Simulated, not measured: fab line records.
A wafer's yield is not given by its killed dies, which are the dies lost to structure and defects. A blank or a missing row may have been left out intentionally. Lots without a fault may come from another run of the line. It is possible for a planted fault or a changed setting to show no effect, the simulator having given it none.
fab line records + flow sky130
record
- lots=6
- wafers=18
- last_day=50
route steps=708 shown VT_ADJUST_NCORE@129 VT_ADJUST_HVTR@131 VT_ADJUST_PCH@143 PAD_OPEN@708
lots that met no fault: from a run of the same line without faults
start_h: hours from the record's opening day to when the first of the lot's shown wafers began + wait_h: hours from the lot's prior step to this one + " repeats the value in the row above + L1.1+2: a single row standing in for several wafers + - no value present, or no start provided + * or withheld: withheld + < > ~ a bound
route shown NAME@n: names a module that has steps shown in the file, with the first one's number in the route + usual: mean/standard deviation of fault-free wafers + same: alike in all rows + chamber/n: place in a boat + sites: readings site by site + _std_site: how widely they spread, as a standard deviation + _edge_site: mean of outer sites minus mean of inner sites + radius_mm: for every site, how far away it sits from the centre of the wafer + mask NAME#n: copy n + behind: the tool/chamber that last shaped the wafer + hold: cause of the lot's hold/its duration in hours/its outcome + device: the n, p or np transistor that did not switch + end of line: tests of these same wafers at the route's end + a step given without rows: its recipe and nothing more + killed: dies lost to structure and defects at the first sort, not the wafer's yield + map: dies across one wafer; x = killed, . = not, _ = none there
set.NAME: the setting as run; set.NAME@STEP: as run at that earlier step + model.NAME: the simulator's own value behind a step, which no gauge read
lots at selected steps of the route; one table per step, one row per wafer
services: when a tool's chamber went out of use (start_h, in hours from the record's first day, below 0 if earlier), for how many hours, and the reason
## steps
# step SKY_VT_ADJUST_NCORE_STRIP_10
# recipe
- chemistry=O2/N2
- power_w=1400
- pressure_mtorr=1500
- platen_temp_c=withheld
- o2_flow_sccm=3000
- n2_flow_sccm=300
- overash_fraction=0.5
# usual
- chamber_pressure_mTorr=1500.1/1.5
- drypump_motor_current_A=6.0/0.4
- oes_product_au=0.716/0.005
- strip_time_to_endpoint_s=14.19/0.036
| lot.wafer | tool            | chamber | start_h | wait_h | chamber_pressure_mTorr | drypump_motor_current_A | oes_product_au | rf_hours_counter_h | strip_time_to_endpoint_s |
|-----------|-----------------|---------|---------|--------|------------------------|-------------------------|----------------|--------------------|--------------------------|
| L433.1    | plasma_asher-03 | 0       | 209.55  | 0.1    | 1501.4                 | 6.4                     | 0.718          | 37                 | 14.19                    |
| L433.2    | "               | 1       | "       | "      | 1500.4                 | 6.1                     | 0.720          | 37                 | 14.23                    |
| L433.3    | "               | 1       | "       | "      | 1502.4                 | 6.1                     | 0.719          | -                  | 14.20                    |
| L434.2    | plasma_asher-04 | 0       | 220.54  | 0.1    | 1497.0                 | 5.9                     | 0.711          | 54                 | 14.21                    |
| L434.3    | "               | 0       | "       | "      | 1498.5                 | 5.9                     | 0.714          | -                  | 14.24                    |
| L434.6    | "               | 0       | "       | "      | 1497.6                 | 5.9                     | 0.716          | -                  | 14.18                    |
| L439.3    | plasma_asher-04 | 1       | 250.22  | 0.1    | 1499.0                 | 6.3                     | 0.720          | -                  | 14.25                    |
| L439.4    | "               | 0       | "       | "      | 1501.2                 | 5.9                     | 0.715          | -                  | 14.23                    |
| L439.5    | "               | 1       | "       | "      | 1498.2                 | 6.3                     | 0.719          | -                  | 14.26                    |
| L447.1    | plasma_asher-01 | 0       | 311.54  | 0.1    | 1499.3                 | 5.1                     | 0.713          | 62                 | 14.16                    |
| L447.5    | "               | 1       | "       | "      | 1501.3                 | 6.1                     | 0.703          | -                  | 14.18                    |
| L447.6    | "               | 0       | "       | "      | 1499.5                 | 5.1                     | 0.706          | -                  | 14.17                    |
| L451.3    | plasma_asher-03 | 1       | 336.44  | 0.1    | 1500.8                 | 6.1                     | 0.720          | -                  | 14.18                    |
| L451.5    | "               | 1       | "       | "      | 1500.7                 | 6.1                     | 0.709          | -                  | 14.20                    |
| L451.6    | "               | 0       | "       | "      | 1501.1                 | 6.5                     | 0.714          | -                  | 14.21                    |
| L452.1    | plasma_asher-03 | 0       | 342.09  | 0.1    | 1500.4                 | 6.5                     | 0.715          | 50                 | 14.24                    |
| L452.2    | "               | 1       | "       | "      | 1500.1                 | 6.1                     | 0.726          | 50                 | 14.19                    |
| L452.6    | "               | 0       | "       | "      | 1500.2                 | 6.5                     | 0.712          | -                  | 14.23                    |
# step SKY_VT_ADJUST_NCORE_TW_MEAS_11
# usual
- VT_ADJUST_NCORE_TW=219.3/1.8
| lot.wafer | tool          | chamber | start_h | wait_h | VT_ADJUST_NCORE_TW |
|-----------|---------------|---------|---------|--------|--------------------|
| L433.1    | film_metro-03 | -       | 209.65  | 0.1    | 220.3              |
| L433.2    | "             | -       | "       | "      | 219.3              |
| L433.3    | "             | -       | "       | "      | 220.8              |
| L434.2    | film_metro-01 | -       | 220.65  | 0.1    | 215.9              |
| L434.3    | "             | -       | "       | "      | 215.7              |
| L434.6    | "             | -       | "       | "      | 214.1              |
| L439.3    | film_metro-03 | -       | 250.31  | 0.1    | 221.3              |
| L439.4    | "             | -       | "       | "      | 220.3              |
| L439.5    | "             | -       | "       | "      | 220.6              |
| L447.1    | film_metro-01 | -       | 311.64  | 0.1    | 215.3              |
| L447.5    | "             | -       | "       | "      | 216.4              |
| L447.6    | "             | -       | "       | "      | 215.5              |
| L451.3    | film_metro-04 | -       | 336.53  | 0.1    | 221.0              |
| L451.5    | "             | -       | "       | "      | 220.5              |
| L451.6    | "             | -       | "       | "      | 221.8              |
| L452.1    | film_metro-04 | -       | 342.19  | 0.1    | 220.2              |
| L452.2    | "             | -       | "       | "      | 221.7              |
| L452.6    | "             | -       | "       | "      | 221.8              |
# step SKY_VT_ADJUST_HVTR_DEHYDRATE_00
# recipe
- temp_c=200
- time_s=60
# step SKY_VT_ADJUST_HVTR_HMDS_01
# recipe
- prime_time_s=60
- prime_temp_c=120
# step SKY_VT_ADJUST_HVTR_COAT_02
# recipe
- resist=NOVOLAK
- spin_rpm=3000
- resist_thk_nm=1140
# step SKY_VT_ADJUST_HVTR_SOFTBAKE_03
# recipe
- temp_c=90
- time_s=60
- resist=NOVOLAK
# step SKY_VT_ADJUST_HVTR_EXPOSE_04
# recipe
- mask_id=HVTRM
- target_cd_nm=380
- na=0.6
- source_shape=conventional
- sigma_outer=0.6
- dose_mj=150
# step SKY_VT_ADJUST_HVTR_PEB_05
# recipe
- temp_c=withheld
- time_s=*
- resist=NOVOLAK
# step SKY_VT_ADJUST_HVTR_DEVELOP_06
# recipe
- develop_time_s=60
- dev_temp_c=23
# step SKY_VT_ADJUST_HVTR_CD_MEAS_07
# recipe
- target_cd_nm=380
# usual
- cd_nm=379.7/2.2
| lot.wafer | tool      | chamber | start_h | wait_h | cd_nm |
|-----------|-----------|---------|---------|--------|-------|
| L433.1    | cd_sem-02 | -       | 232.18  | 0.1    | 378.7 |
| L433.2    | "         | -       | "       | "      | 381.8 |
| L433.3    | "         | -       | "       | "      | 380.4 |
| L434.2    | cd_sem-01 | -       | 242.50  | 0.1    | 381.0 |
| L434.3    | "         | -       | "       | "      | 378.1 |
| L434.6    | "         | -       | "       | "      | 382.1 |
| L439.3    | cd_sem-01 | -       | 274.46  | 0.1    | 378.3 |
| L439.4    | "         | -       | "       | "      | 379.4 |
| L439.5    | "         | -       | "       | "      | 378.1 |
| L447.1    | cd_sem-02 | -       | 336.62  | 0.1    | 382.0 |
| L447.5    | "         | -       | "       | "      | 379.5 |
| L447.6    | "         | -       | "       | "      | 381.9 |
| L451.3    | cd_sem-01 | -       | 364.07  | 0.1    | 377.3 |
| L451.5    | "         | -       | "       | "      | 380.1 |
| L451.6    | "         | -       | "       | "      | 380.8 |
| L452.1    | cd_sem-02 | -       | 370.47  | 0.1    | 382.3 |
| L452.2    | "         | -       | "       | "      | 381.3 |
| L452.6    | "         | -       | "       | "      | 382.2 |
# step SKY_VT_ADJUST_HVTR_OVL_MEAS_08
# usual
- VT_ADJUST_HVTR_OVL=-0.2/1.4
| lot.wafer | tool       | chamber | start_h | wait_h | VT_ADJUST_HVTR_OVL[nm] |
|-----------|------------|---------|---------|--------|------------------------|
| L433.1    | overlay-01 | -       | 232.30  | 0.1    | -0.9                   |
| L433.2    | "          | -       | "       | "      | -0.1                   |
| L433.3    | "          | -       | "       | "      | 0.0                    |
| L434.2    | overlay-01 | -       | 242.61  | 0.1    | -0.6                   |
| L434.3    | "          | -       | "       | "      | 3.2                    |
| L434.6    | "          | -       | "       | "      | -1.0                   |
| L439.3    | overlay-01 | -       | 274.55  | 0.1    | -0.5                   |
| L439.4    | "          | -       | "       | "      | -0.2                   |
| L439.5    | "          | -       | "       | "      | 0.6                    |
| L447.1    | overlay-02 | -       | 336.74  | 0.1    | 1.8                    |
| L447.5    | "          | -       | "       | "      | 0.1                    |
| L447.6    | "          | -       | "       | "      | -1.5                   |
| L451.3    | overlay-02 | -       | 364.16  | 0.1    | -1.0                   |
| L451.5    | "          | -       | "       | "      | 0.8                    |
| L451.6    | "          | -       | "       | "      | -2.0                   |
| L452.1    | overlay-02 | -       | 370.59  | 0.1    | 1.6                    |
| L452.2    | "          | -       | "       | "      | 0.7                    |
| L452.6    | "          | -       | "       | "      | 0.3                    |
# step SKY_VT_ADJUST_HVTR_IMPLANT_09
# recipe
- species=B
- energy_kev=10
- dose_cm2=2.1e+12
- tilt_deg=withheld
# step SKY_VT_ADJUST_HVTR_STRIP_10
# recipe
- chemistry=O2/N2
- power_w=1400
- pressure_mtorr=1500
- platen_temp_c=withheld
- o2_flow_sccm=3000
- n2_flow_sccm=300
- overash_fraction=0.5
# usual
- chamber_pressure_mTorr=1500.1/1.3
- drypump_motor_current_A=5.9/0.41
- oes_product_au=0.716/0.0044
- strip_time_to_endpoint_s=14.17/0.039
| lot.wafer | tool            | chamber | start_h | wait_h | chamber_pressure_mTorr | drypump_motor_current_A | oes_product_au | rf_hours_counter_h | strip_time_to_endpoint_s | model.NOVOLAK_of_VT_ADJUST_HVTR_COAT_02.thk_nm |
|-----------|-----------------|---------|---------|--------|------------------------|-------------------------|----------------|--------------------|--------------------------|------------------------------------------------|
| L433.1    | plasma_asher-02 | 0       | 232.49  | 0.1    | -                      | -                       | -              | -                  | -                        | 1144                                           |
| L433.2    | "               | 1       | "       | "      | -                      | -                       | -              | -                  | -                        | 1141                                           |
| L433.3    | "               | 0       | "       | "      | -                      | -                       | -              | -                  | -                        | 1144                                           |
| L434.2    | plasma_asher-01 | 0       | 242.79  | 0.1    | -                      | -                       | -              | -                  | -                        | 1139                                           |
| L434.3    | "               | 1       | "       | "      | -                      | -                       | -              | -                  | -                        | 1142                                           |
| L434.6    | "               | 1       | "       | "      | -                      | -                       | -              | -                  | -                        | 1138                                           |
| L439.3    | plasma_asher-01 | 0       | 274.76  | 0.1    | 1499.2                 | 5.1                     | 0.722          | -                  | 14.13                    | 0                                              |
| L439.4    | "               | 1       | "       | "      | 1501.3                 | 6.1                     | 0.713          | -                  | 14.17                    | 0                                              |
| L439.5    | "               | 0       | "       | "      | 1500.2                 | 5.1                     | 0.717          | -                  | 14.13                    | 0                                              |
| L447.1    | plasma_asher-02 | 1       | 336.93  | 0.1    | 1501.7                 | 6.2                     | 0.713          | 19                 | 14.16                    | 0                                              |
| L447.5    | "               | 1       | "       | "      | 1499.3                 | 6.2                     | 0.711          | -                  | 14.13                    | 0                                              |
| L447.6    | "               | 0       | "       | "      | 1501.8                 | 6.0                     | 0.715          | -                  | 14.20                    | 0                                              |
| L451.3    | plasma_asher-01 | 1       | 364.37  | 0.1    | 1500.3                 | 6.1                     | 0.720          | -                  | 14.20                    | 0                                              |
| L451.5    | "               | 0       | "       | "      | 1501.0                 | 5.1                     | 0.715          | -                  | 14.17                    | 0                                              |
| L451.6    | "               | 1       | "       | "      | 1500.2                 | 6.1                     | 0.709          | -                  | 14.22                    | 0                                              |
| L452.1    | plasma_asher-03 | 0       | 370.78  | 0.1    | 1500.2                 | 6.5                     | 0.717          | 53                 | 14.15                    | 0                                              |
| L452.2    | "               | 1       | "       | "      | 1502.2                 | 6.1                     | 0.712          | 53                 | 14.13                    | 0                                              |
| L452.6    | "               | 1       | "       | "      | 1499.9                 | 6.1                     | 0.715          | -                  | 14.17                    | 0                                              |
# step SKY_VT_ADJUST_HVTR_TW_MEAS_11
# usual
- VT_ADJUST_HVTR_TW=210.2/1.7
| lot.wafer | tool          | chamber | start_h | wait_h | VT_ADJUST_HVTR_TW |
|-----------|---------------|---------|---------|--------|-------------------|
| L433.1    | film_metro-04 | -       | 232.59  | 0.1    | 211.8             |
| L433.2    | "             | -       | "       | "      | 212.9             |
| L433.3    | "             | -       | "       | "      | 212.2             |
| L434.2    | film_metro-01 | -       | 242.90  | 0.1    | 208.1             |
| L434.3    | "             | -       | "       | "      | 207.9             |
| L434.6    | "             | -       | "       | "      | 209.0             |
| L439.3    | film_metro-02 | -       | 274.85  | 0.1    | 210.4             |
| L439.4    | "             | -       | "       | "      | 210.0             |
| L439.5    | "             | -       | "       | "      | 211.3             |
| L447.1    | film_metro-01 | -       | 337.03  | 0.1    | 208.2             |
| L447.5    | "             | -       | "       | "      | 207.5             |
| L447.6    | "             | -       | "       | "      | 207.7             |
| L451.3    | film_metro-01 | -       | 364.45  | 0.1    | 208.5             |
| L451.5    | "             | -       | "       | "      | 210.1             |
| L451.6    | "             | -       | "       | "      | 208.7             |
| L452.1    | film_metro-01 | -       | 370.88  | 0.1    | 208.8             |
| L452.2    | "             | -       | "       | "      | 210.0             |
| L452.6    | "             | -       | "       | "      | 209.3             |
# step SKY_VT_ADJUST_PCH_DEHYDRATE_00
# recipe
- temp_c=200
- time_s=60
# step SKY_VT_ADJUST_PCH_HMDS_01
# recipe
- prime_time_s=60
- prime_temp_c=120
# step SKY_VT_ADJUST_PCH_COAT_02
# recipe
- spin_rpm=2000
- resist_thk_nm=3000
# step SKY_VT_ADJUST_PCH_SOFTBAKE_03
# recipe
- temp_c=110
- time_s=withheld
# step SKY_VT_ADJUST_PCH_EXPOSE_04
# recipe
- mask_id=NWM
- na=0.6
- source_shape=conventional
- sigma_outer=0.6
- polarization=unpolarized
- target_cd_nm=840
- dose_mj=255
# step SKY_VT_ADJUST_PCH_PEB_05
# recipe
- temp_c=115
- time_s=withheld
# step SKY_VT_ADJUST_PCH_DEVELOP_06
# recipe
- wall_angle_deg=90
- developer=TMAH
- develop_time_s=60
- dev_temp_c=23
# step SKY_VT_ADJUST_PCH_OVL_MEAS_07
# usual
- VT_ADJUST_PCH_OVL=-0.4/1.3
| lot.wafer | tool       | chamber | start_h | wait_h | VT_ADJUST_PCH_OVL[nm] |
|-----------|------------|---------|---------|--------|-----------------------|
| L433.1    | overlay-02 | -       | 254.70  | -      | -0.4                  |
| L433.2    | "          | -       | "       | "      | -2.3                  |
| L433.3    | "          | -       | "       | "      | 1.3                   |
| L434.2    | overlay-01 | -       | 266.26  | -      | -1.3                  |
| L434.3    | "          | -       | "       | "      | -1.7                  |
| L434.6    | "          | -       | "       | "      | -0.4                  |
| L439.3    | overlay-01 | -       | 298.41  | -      | -2.6                  |
| L439.4    | "          | -       | "       | "      | -1.0                  |
| L439.5    | "          | -       | "       | "      | -0.7                  |
| L447.1    | overlay-02 | -       | 364.60  | -      | 1.0                   |
| L447.5    | "          | -       | "       | "      | -0.3                  |
| L447.6    | "          | -       | "       | "      | 1.8                   |
| L451.3    | overlay-02 | -       | 394.41  | -      | -0.1                  |
| L451.5    | "          | -       | "       | "      | 1.9                   |
| L451.6    | "          | -       | "       | "      | 0.8                   |
| L452.1    | overlay-01 | -       | 400.90  | -      | 1.8                   |
| L452.2    | "          | -       | "       | "      | 2.0                   |
| L452.6    | "          | -       | "       | "      | 0.0                   |
# step SKY_VT_ADJUST_PCH_IMPLANT_08
# recipe
- species=B
- energy_kev=10
- dose_cm2=5e+11
- tilt_deg=withheld
# step SKY_VT_ADJUST_PCH_STRIP_09
# recipe
- chemistry=O2/N2
- power_w=1400
- pressure_mtorr=1500
- platen_temp_c=withheld
- o2_flow_sccm=3000
- n2_flow_sccm=300
- overash_fraction=0.5
# usual
- chamber_pressure_mTorr=1500.1/1.5
- drypump_motor_current_A=6.16/0.2
- oes_product_au=0.722/0.0048
- strip_time_to_endpoint_s=36.93/0.085
| lot.wafer | tool            | chamber | start_h | wait_h | chamber_pressure_mTorr | drypump_motor_current_A | oes_product_au | rf_hours_counter_h | strip_time_to_endpoint_s |
|-----------|-----------------|---------|---------|--------|------------------------|-------------------------|----------------|--------------------|--------------------------|
| L433.1    | plasma_asher-03 | 1       | 254.88  | 0.1    | 1499.6                 | 6.08                    | 0.728          | 41                 | 53.98                    |
| L433.2    | "               | 0       | "       | "      | 1502.8                 | 6.45                    | 0.739          | 41                 | 53.90                    |
| L433.3    | "               | 0       | "       | "      | 1498.1                 | 6.45                    | 0.729          | -                  | 53.86                    |
| L434.2    | plasma_asher-04 | 1       | 266.44  | 0.1    | 1501.3                 | 6.34                    | 0.727          | 58                 | 53.89                    |
| L434.3    | "               | 0       | "       | "      | 1499.2                 | 5.91                    | 0.728          | -                  | 53.82                    |
| L434.6    | "               | 1       | "       | "      | 1498.5                 | 6.32                    | 0.727          | -                  | 53.71                    |
| L439.3    | plasma_asher-04 | 1       | 298.62  | 0.1    | 1500.2                 | 6.31                    | 0.723          | -                  | 36.79                    |
| L439.4    | "               | 0       | "       | "      | 1502.1                 | 5.89                    | 0.718          | -                  | 36.91                    |
| L439.5    | "               | 1       | "       | "      | 1500.3                 | 6.32                    | 0.718          | -                  | 36.95                    |
| L447.1    | plasma_asher-02 | 1       | 364.78  | 0.1    | 1501.9                 | 6.14                    | 0.718          | 21                 | 37.06                    |
| L447.5    | "               | 0       | "       | "      | 1500.2                 | 5.98                    | 0.720          | -                  | 36.89                    |
| L447.6    | "               | 1       | "       | "      | 1500.5                 | 6.16                    | 0.721          | -                  | 36.88                    |
| L451.3    | plasma_asher-04 | 0       | 394.62  | 0.1    | 1500.9                 | 5.91                    | 0.725          | -                  | 36.88                    |
| L451.5    | "               | 0       | "       | "      | 1502.9                 | 5.92                    | 0.716          | -                  | 36.96                    |
| L451.6    | "               | 1       | "       | "      | 1500.9                 | 6.30                    | 0.712          | -                  | 36.88                    |
| L452.1    | plasma_asher-04 | 1       | 401.09  | 0.1    | 1500.9                 | 6.33                    | 0.719          | 72                 | 36.89                    |
| L452.2    | "               | 0       | "       | "      | 1499.2                 | 5.90                    | 0.724          | 72                 | 36.88                    |
| L452.6    | "               | 1       | "       | "      | 1501.5                 | 6.33                    | 0.728          | -                  | 36.80                    |
# step SKY_VT_ADJUST_PCH_TW_MEAS_10
# usual
- VT_ADJUST_PCH_TW=142.7/0.81
| lot.wafer | tool          | chamber | start_h | wait_h | hold                     | VT_ADJUST_PCH_TW |
|-----------|---------------|---------|---------|--------|--------------------------|------------------|
| L433.1    | film_metro-02 | -       | 254.98  | 0.1    | await_dispo/0.2h/release | 30.2             |
| L433.2    | "             | -       | "       | "      | await_dispo/0.2h/release | 30.2             |
| L433.3    | "             | -       | "       | "      | await_dispo/0.2h/release | 30.2             |
| L433.1    | film_metro-02 | -       | 255.21  | 0.2    | -                        | 30.1             |
| L433.2    | "             | -       | "       | "      | -                        | 30.1             |
| L433.3    | "             | -       | "       | "      | -                        | 30.0             |
| L434.2    | film_metro-02 | -       | 266.55  | 0.1    | await_dispo/0.2h/release | 30.1             |
| L434.3    | "             | -       | "       | "      | await_dispo/0.2h/release | 30.1             |
| L434.6    | "             | -       | "       | "      | await_dispo/0.2h/release | 30.2             |
| L434.2    | film_metro-02 | -       | 266.77  | 0.2    | -                        | 30.2             |
| L434.3    | "             | -       | "       | "      | -                        | 29.9             |
| L434.6    | "             | -       | "       | "      | -                        | 30.0             |
| L439.3    | film_metro-02 | -       | 298.70  | 0.1    | -                        | 142.5            |
| L439.4    | "             | -       | "       | "      | -                        | 142.0            |
| L439.5    | "             | -       | "       | "      | -                        | 141.6            |
| L447.1    | film_metro-03 | -       | 364.88  | 0.1    | -                        | 142.5            |
| L447.5    | "             | -       | "       | "      | -                        | 143.2            |
| L447.6    | "             | -       | "       | "      | -                        | 143.4            |
| L451.3    | film_metro-01 | -       | 394.71  | 0.1    | -                        | 140.9            |
| L451.5    | "             | -       | "       | "      | -                        | 141.4            |
| L451.6    | "             | -       | "       | "      | -                        | 141.0            |
| L452.1    | film_metro-03 | -       | 401.19  | 0.1    | -                        | 143.0            |
| L452.2    | "             | -       | "       | "      | -                        | 143.1            |
| L452.6    | "             | -       | "       | "      | -                        | 143.3            |
# step SKY_PAD_OPEN_PROBE_99
# usual
- defect_limited_yield=82.0/2.1
- killed_at_M0_to_M3=45/7
- killed_at_M4_up=3.4/1.8
- killed_at_contacts=24/5.4
- killed_at_front_end=16/4.8
- killed_at_other=0.4/0.62
- killed_dies=89/10
- killed_open=48/7.2
- killed_short=40/6.3
- sort_bin_3_pad_short=0.9/0.39
- sort_bin_5_function=10.7/1.5
- sort_bin_6_memory=6.4/1.1
- sort_n_pass=403/10
- sort_yield_pct=82.0/2.1
# same
- gross_dies=492
- killed_at_back_side=0
- sort_bin_4_leakage[%]=0
- sort_bin_8_speed[%]=0
| lot.wafer | tool      | chamber | start_h | wait_h | defect_limited_yield[%] | killed_at_M0_to_M3 | killed_at_M4_up | killed_at_contacts | killed_at_front_end | killed_at_other | killed_dies | killed_open | killed_short | sort_bin_3_pad_short[%] | sort_bin_5_function[%] | sort_bin_6_memory[%] | sort_n_pass | sort_yield_pct[%] |
|-----------|-----------|---------|---------|--------|-------------------------|--------------------|-----------------|--------------------|---------------------|-----------------|-------------|-------------|--------------|-------------------------|------------------------|----------------------|-------------|-------------------|
| L439.3    | prober-01 | -       | 1137.23 | 0.2    | 79.9                    | 52                 | 2               | 34                 | 11                  | 0               | 99          | 56          | 43           | 1.2                     | 11.4                   | 7.5                  | 393         | 79.9              |
| L439.4    | prober-01 | -       | 1137.28 | 0.2    | 81.3                    | 44                 | 3               | 30                 | 14                  | 1               | 92          | 52          | 40           | 0.8                     | 12.2                   | 5.7                  | 400         | 81.3              |
| L439.5    | prober-01 | -       | 1137.33 | 0.2    | 79.5                    | 51                 | 4               | 31                 | 15                  | 0               | 101         | 68          | 33           | 0.8                     | 12.0                   | 7.7                  | 391         | 79.5              |
# killed by level:class
L439.3 CONTACT:geometric_particle:open=18 VIA3:geometric_particle:open=8 LI_CONTACT:geometric_particle:open=7 METAL1:geometric_particle:short=7 VIA2:geometric_particle:open=7 VIA1:geometric_particle:short=6 METAL2:geometric_particle:short=6 VIA1:geometric_particle:open=5
L439.4 VIA1:geometric_particle:open=12 CONTACT:geometric_particle:open=10 LOCAL_INTERCONNECT:geometric_particle:short=8 LI_CONTACT:geometric_particle:open=7 VIA2:geometric_particle:open=7 VIA3:geometric_particle:open=6 METAL2:geometric_particle:short=5 VIA1:geometric_particle:short=4
L439.5 VIA1:geometric_particle:open=15 CONTACT:geometric_particle:open=13 LI_CONTACT:geometric_particle:open=11 VIA3:geometric_particle:open=8 VIA2:geometric_particle:open=7 METAL1:geometric_particle:short=5 POLY_GATE:geometric_particle:open=4 VIA1:geometric_particle:short=4
## services
| tool            | chamber | start_h | hours | kind   |
|-----------------|---------|---------|-------|--------|
| plasma_asher-03 | -       | 226.11  | 2.4   | repair |
| plasma_asher-04 | -       | 240.21  | 2.1   | repair |
| plasma_asher-03 | -       | 260.45  | 1.1   | repair |
| plasma_asher-04 | -       | 264.11  | 0.7   | repair |
| plasma_asher-02 | -       | 307.36  | 22.6  | repair |
| plasma_asher-02 | -       | 338.63  | 8.5   | repair |
| plasma_asher-02 | -       | 373.13  | 2.5   | repair |
## key
first_sign
- step=SKY_VT_ADJUST_HVTR_STRIP_10
- reading=tool_record
- direction=missing
effect
- step=SKY_VT_ADJUST_PCH_STRIP_09
- reading=strip_time_to_endpoint_s
- direction=up
- sigmas=99+
- usual=*
- struck=*
effect
- step=SKY_VT_ADJUST_PCH_TW_MEAS_10
- reading=visit
- direction=added
effect
- step=SKY_VT_ADJUST_PCH_TW_MEAS_10
- reading=VT_ADJUST_PCH_TW
- direction=down
- sigmas=99+
- usual=142.7
- struck=30.1
model_effect
- step=SKY_VT_ADJUST_HVTR_STRIP_10
- value=NOVOLAK_of_VT_ADJUST_HVTR_COAT_02.thk_nm
- without=0
- struck=1141
met_at SKY_VT_ADJUST_HVTR_STRIP_10
struck_wafers L433.1,L433.2,L433.3,L434.2,L434.3,L434.6
scrapped_behind SKY_VT_ADJUST_PCH_TW_MEAS_10 L433.1,L433.2,L433.3,L434.2,L434.3,L434.6
fault
- kind=skipped_step_whole
- tool=plasma_asher-01,plasma_asher-02
- chamber=-
- onset_h=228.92
- steps=SKY_VT_ADJUST_HVTR_STRIP_10
- scope=struck_lots_only
